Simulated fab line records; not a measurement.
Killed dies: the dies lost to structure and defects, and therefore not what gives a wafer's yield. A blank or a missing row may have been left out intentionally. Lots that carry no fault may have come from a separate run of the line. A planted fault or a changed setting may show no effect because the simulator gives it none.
The tool behind it: which one? || flow sky130 || 13 lots, 37 wafers sampled, at 4 steps of a route of 708

== WHAT EACH GAUGE READ, for each wafer ==
SKY_NWELL_THK_MEAS_02. Usual: NWELL_OXIDATION_THK typically reads 9.95 nm, with standard deviation 0.21.
{"lot": "L703", "measured": "day 2 11:33", "on": "film-metro-04", "NWELL_OXIDATION_THK (nm)": "10.00 10.19 10.04", "flag": ""}
{"lot": "L704", "measured": "day 2 17:43", "on": "film-metro-03", "NWELL_OXIDATION_THK (nm)": "9.82 9.92 9.93", "flag": ""}
{"lot": "L705", "measured": "day 3 00:27", "on": "film-metro-03", "NWELL_OXIDATION_THK (nm)": "10.04 10.02 10.03", "flag": ""}
{"lot": "L707", "measured": "day 3 11:13", "on": "film-metro-01", "NWELL_OXIDATION_THK (nm)": "9.86 9.90", "flag": ""}
{"lot": "L709", "measured": "day 3 21:08", "on": "film-metro-01", "NWELL_OXIDATION_THK (nm)": "9.92 10.01", "flag": ""}
{"lot": "L719", "measured": "day 5 22:57", "on": "film-metro-01", "NWELL_OXIDATION_THK (nm)": "9.89 9.90 9.89", "flag": ""}
{"lot": "L720", "measured": "day 6 04:08", "on": "film-metro-01", "NWELL_OXIDATION_THK (nm)": "9.86 9.80 9.74", "flag": ""}
{"lot": "L721", "measured": "day 6 14:35", "on": "film-metro-01", "NWELL_OXIDATION_THK (nm)": "9.50 9.78 9.68", "flag": ""}
{"lot": "L722", "measured": "day 6 19:59", "on": "film-metro-01", "NWELL_OXIDATION_THK (nm)": "9.48 9.52 9.51", "flag": ""}
{"lot": "L723", "measured": "day 7 01:29", "on": "film-metro-01", "NWELL_OXIDATION_THK (nm)": "9.78 9.70 9.72", "flag": ""}
{"lot": "L724", "measured": "day 7 03:04", "on": "film-metro-03", "NWELL_OXIDATION_THK (nm)": "10.07 10.29 9.95", "flag": ""}
{"lot": "L725", "measured": "day 7 06:47", "on": "film-metro-04", "NWELL_OXIDATION_THK (nm)": "9.94 10.04 9.97", "flag": ""}
{"lot": "L726", "measured": "day 7 12:37", "on": "film-metro-04", "NWELL_OXIDATION_THK (nm)": "10.17 9.95 10.06", "flag": ""}

SKY_VT_ADJUST_HVTP_CD_MEAS_07: target cd 380 nm. Usual: cd-nm reads 380.3 nm (standard deviation 2.3).
{"lot": "L703", "measured": "day 6 01:07", "on": "cd-sem-02", "cd-nm (nm)": "381.4 382.2 379.2", "flag": ""}
{"lot": "L704", "measured": "day 6 08:42", "on": "cd-sem-01", "cd-nm (nm)": "379.2 379.7 378.0", "flag": ""}
{"lot": "L705", "measured": "day 6 17:50", "on": "cd-sem-01", "cd-nm (nm)": "382.8 383.9 383.4", "flag": ""}
{"lot": "L707", "measured": "day 7 06:26", "on": "cd-sem-02", "cd-nm (nm)": "379.8 380.9", "flag": ""}
{"lot": "L709", "measured": "day 7 18:17", "on": "cd-sem-02", "cd-nm (nm)": "379.5 376.3", "flag": ""}
{"lot": "L719", "measured": "day 10 06:27", "on": "cd-sem-01", "cd-nm (nm)": "382.3 381.0 382.0", "flag": ""}
{"lot": "L720", "measured": "day 10 12:16", "on": "cd-sem-01", "cd-nm (nm)": "379.2 380.4 379.5", "flag": ""}
{"lot": "L721", "measured": "day 11 00:11", "on": "cd-sem-01", "cd-nm (nm)": "379.5 378.9 379.8", "flag": ""}
{"lot": "L722", "measured": "day 11 06:55", "on": "cd-sem-01", "cd-nm (nm)": "380.0 380.2 379.3", "flag": ""}
{"lot": "L723", "measured": "day 11 13:58", "on": "cd-sem-01", "cd-nm (nm)": "381.1 382.6 382.9", "flag": ""}
{"lot": "L724", "measured": "day 11 16:37", "on": "cd-sem-01", "cd-nm (nm)": "379.2 379.3 381.0", "flag": ""}
{"lot": "L725", "measured": "day 11 20:18", "on": "cd-sem-02", "cd-nm (nm)": "376.6 378.2 377.1", "flag": ""}
{"lot": "L726", "measured": "day 12 03:34", "on": "cd-sem-01", "cd-nm (nm)": "381.0 376.2 376.9", "flag": ""}

== WHICH TOOL RAN EACH LOT (tool, then ch and the chambers of the sampled wafers, then the start) ==
{"lot": "L703", "SKY_FIELD_ISO_ETCH_14": "rie-diel-02 ch 0,1,2, day 2 04:20", "SKY_FIELD_ISO_CMP_27": "cmp-02 ch 0,3, day 2 09:14"}
{"lot": "L704", "SKY_FIELD_ISO_ETCH_14": "rie-diel-01 ch 0,1,2, day 2 09:55", "SKY_FIELD_ISO_CMP_27": "cmp-02 ch 0,3, day 2 14:38"}
{"lot": "L705", "SKY_FIELD_ISO_ETCH_14": "rie-diel-02 ch 0,1, day 2 18:07", "SKY_FIELD_ISO_CMP_27": "cmp-01 ch 0,3, day 2 21:34"}
{"lot": "L707", "SKY_FIELD_ISO_ETCH_14": "rie-diel-04 ch 1,2, day 3 03:04", "SKY_FIELD_ISO_CMP_27": "cmp-02 ch 0,2, day 3 06:52"}
{"lot": "L709", "SKY_FIELD_ISO_ETCH_14": "rie-diel-01 ch 2, day 3 12:35", "SKY_FIELD_ISO_CMP_27": "cmp-02 ch 2,3, day 3 18:50"}
{"lot": "L719", "SKY_FIELD_ISO_ETCH_14": "rie-diel-04 ch 1,2,3, day 5 16:53", "SKY_FIELD_ISO_CMP_27": "cmp-01 ch 0,1,2, day 5 20:18"}
{"lot": "L720", "SKY_FIELD_ISO_ETCH_14": "rie-diel-04 ch 0,1,2, day 5 22:25", "SKY_FIELD_ISO_CMP_27": "cmp-02 ch 0,2,3, day 6 01:56"}
{"lot": "L721", "SKY_FIELD_ISO_ETCH_14": "rie-diel-01 ch 0,1,3, day 6 08:31", "SKY_FIELD_ISO_CMP_27": "cmp-02 ch 1,2,3, day 6 12:09"}
{"lot": "L722", "SKY_FIELD_ISO_ETCH_14": "rie-diel-04 ch 0,1,2, day 6 11:25", "SKY_FIELD_ISO_CMP_27": "cmp-02 ch 1,2, day 6 16:07"}
{"lot": "L723", "SKY_FIELD_ISO_ETCH_14": "rie-diel-04 ch 0,1,3, day 6 14:35", "SKY_FIELD_ISO_CMP_27": "cmp-02 ch 0,1,2, day 6 21:29"}
{"lot": "L724", "SKY_FIELD_ISO_ETCH_14": "rie-diel-01 ch 0,1,2, day 6 18:53", "SKY_FIELD_ISO_CMP_27": "cmp-01 ch 1,2,3, day 7 00:37"}
{"lot": "L725", "SKY_FIELD_ISO_ETCH_14": "rie-diel-01 ch 1,2,3, day 6 23:28", "SKY_FIELD_ISO_CMP_27": "cmp-01 ch 1,2,3, day 7 04:32"}
{"lot": "L726", "SKY_FIELD_ISO_ETCH_14": "rie-diel-04 ch 0,2, day 7 04:52", "SKY_FIELD_ISO_CMP_27": "cmp-01 ch 0,1,3, day 7 08:23"}
- SKY_FIELD_ISO_ETCH_14: etches BARC in N2/H2, stops on SiO2, time 45.9 s, target depth 60 nm.
- SKY_FIELD_ISO_CMP_27: polishes, stops on Si3N4, t overpolish 16 s, target thk 457.8 nm.

== AS READ BY THE TOOLS THEMSELVES (means over the sampled wafers that have a number; for cases with no such wafer, the mark the record gives instead) ==
SKY_FIELD_ISO_ETCH_14. Usual: drypump-motor-current-A 5.8 A, standard deviation 0.5; oes-product-au 0.854 a.u., standard deviation 0.0048; throttle-valve-pct 13.225 %, standard deviation 0.0076.
{"lot": "L703", "tool": "rie-diel-02", "drypump-motor-current-A (A)": 5.7, "oes-product-au (a.u.)": 0.857, "throttle-valve-pct (%)": 13.224, "flag": ""}
{"lot": "L704", "tool": "rie-diel-01", "drypump-motor-current-A (A)": 6.0, "oes-product-au (a.u.)": 0.857, "throttle-valve-pct (%)": 13.231, "flag": ""}
{"lot": "L705", "tool": "rie-diel-02", "drypump-motor-current-A (A)": 5.5, "oes-product-au (a.u.)": 0.851, "throttle-valve-pct (%)": 13.229, "flag": ""}
{"lot": "L707", "tool": "rie-diel-04", "drypump-motor-current-A (A)": 6.2, "oes-product-au (a.u.)": 0.853, "throttle-valve-pct (%)": 13.222, "flag": ""}
{"lot": "L709", "tool": "rie-diel-01", "drypump-motor-current-A (A)": 6.4, "oes-product-au (a.u.)": 0.855, "throttle-valve-pct (%)": 13.229, "flag": ""}
{"lot": "L719", "tool": "rie-diel-04", "drypump-motor-current-A (A)": 6.1, "oes-product-au (a.u.)": 0.850, "throttle-valve-pct (%)": 13.227, "flag": ""}
{"lot": "L720", "tool": "rie-diel-04", "drypump-motor-current-A (A)": 5.7, "oes-product-au (a.u.)": 0.851, "throttle-valve-pct (%)": 13.227, "flag": ""}
{"lot": "L721", "tool": "rie-diel-01", "drypump-motor-current-A (A)": 5.7, "oes-product-au (a.u.)": 0.856, "throttle-valve-pct (%)": 13.226, "flag": ""}
{"lot": "L722", "tool": "rie-diel-04", "drypump-motor-current-A (A)": 5.7, "oes-product-au (a.u.)": 0.854, "throttle-valve-pct (%)": 13.235, "flag": ""}
{"lot": "L723", "tool": "rie-diel-04", "drypump-motor-current-A (A)": 5.4, "oes-product-au (a.u.)": 0.854, "throttle-valve-pct (%)": 13.226, "flag": ""}
{"lot": "L724", "tool": "rie-diel-01", "drypump-motor-current-A (A)": 6.0, "oes-product-au (a.u.)": 0.857, "throttle-valve-pct (%)": 13.225, "flag": ""}
{"lot": "L725", "tool": "rie-diel-01", "drypump-motor-current-A (A)": 6.0, "oes-product-au (a.u.)": 0.850, "throttle-valve-pct (%)": 13.228, "flag": ""}
{"lot": "L726", "tool": "rie-diel-04", "drypump-motor-current-A (A)": 6.1, "oes-product-au (a.u.)": 0.858, "throttle-valve-pct (%)": 13.235, "flag": ""}

SKY_FIELD_ISO_CMP_27. Usual: motor-current-A 12.6 A, standard deviation 1.3; overpolish-run-s 16.000 s, standard deviation 0.0089; time-to-endpoint-s 112 s, standard deviation 3.6.
{"lot": "L703", "tool": "cmp-02", "motor-current-A (A)": 12.8, "overpolish-run-s (s)": 15.999, "time-to-endpoint-s (s)": 111, "flag": ""}
{"lot": "L704", "tool": "cmp-02", "motor-current-A (A)": 12.6, "overpolish-run-s (s)": 15.999, "time-to-endpoint-s (s)": 108, "flag": ""}
{"lot": "L705", "tool": "cmp-01", "motor-current-A (A)": 12.9, "overpolish-run-s (s)": 15.998, "time-to-endpoint-s (s)": 117, "flag": ""}
{"lot": "L707", "tool": "cmp-02", "motor-current-A (A)": 12.8, "overpolish-run-s (s)": 15.995, "time-to-endpoint-s (s)": 88, "flag": "OFF"}
{"lot": "L709", "tool": "cmp-02", "motor-current-A (A)": 13.2, "overpolish-run-s (s)": 16.002, "time-to-endpoint-s (s)": 85, "flag": "OFF"}
{"lot": "L719", "tool": "cmp-01", "motor-current-A (A)": 12.4, "overpolish-run-s (s)": 15.997, "time-to-endpoint-s (s)": 111, "flag": ""}
{"lot": "L720", "tool": "cmp-02", "motor-current-A (A)": 12.9, "overpolish-run-s (s)": 16.003, "time-to-endpoint-s (s)": 115, "flag": ""}
{"lot": "L721", "tool": "cmp-02", "motor-current-A (A)": 13.3, "overpolish-run-s (s)": 16.002, "time-to-endpoint-s (s)": 110, "flag": ""}
{"lot": "L722", "tool": "cmp-02", "motor-current-A (A)": 13.2, "overpolish-run-s (s)": 16.000, "time-to-endpoint-s (s)": 112, "flag": ""}
{"lot": "L723", "tool": "cmp-02", "motor-current-A (A)": 13.1, "overpolish-run-s (s)": 16.001, "time-to-endpoint-s (s)": 110, "flag": ""}
{"lot": "L724", "tool": "cmp-01", "motor-current-A (A)": 11.3, "overpolish-run-s (s)": 16.005, "time-to-endpoint-s (s)": 111, "flag": ""}
{"lot": "L725", "tool": "cmp-01", "motor-current-A (A)": 11.4, "overpolish-run-s (s)": 15.996, "time-to-endpoint-s (s)": 113, "flag": ""}
{"lot": "L726", "tool": "cmp-01", "motor-current-A (A)": 11.7, "overpolish-run-s (s)": 16.006, "time-to-endpoint-s (s)": 111, "flag": ""}

== THE ANSWER, worked out from the rows above alone ==
Rule: a lot counts as off when the mean over its wafers that have a number is more than 3 standard deviations away from the usual mean. A lot without any number at a reading at which 4 lots or more have one is off too. The other lots that the step has rows for count as sound. The gauges are gone through in route order, then the tools' own readings, and for those a lot's mean is taken as printed above. The first step at which some lot is off is used, and at that step the reading that is off furthest; a lot without a number counts as furthest.
Off: L707, L709 (SKY_FIELD_ISO_CMP_27, time-to-endpoint-s).
If a tool, at that step or one of the process steps before it, ran each lot that is off and ran no sound lot following the first of them, it fits. Of those tried, none fits.

== WHAT WAS PUT IN BY THE SIMULATOR ==
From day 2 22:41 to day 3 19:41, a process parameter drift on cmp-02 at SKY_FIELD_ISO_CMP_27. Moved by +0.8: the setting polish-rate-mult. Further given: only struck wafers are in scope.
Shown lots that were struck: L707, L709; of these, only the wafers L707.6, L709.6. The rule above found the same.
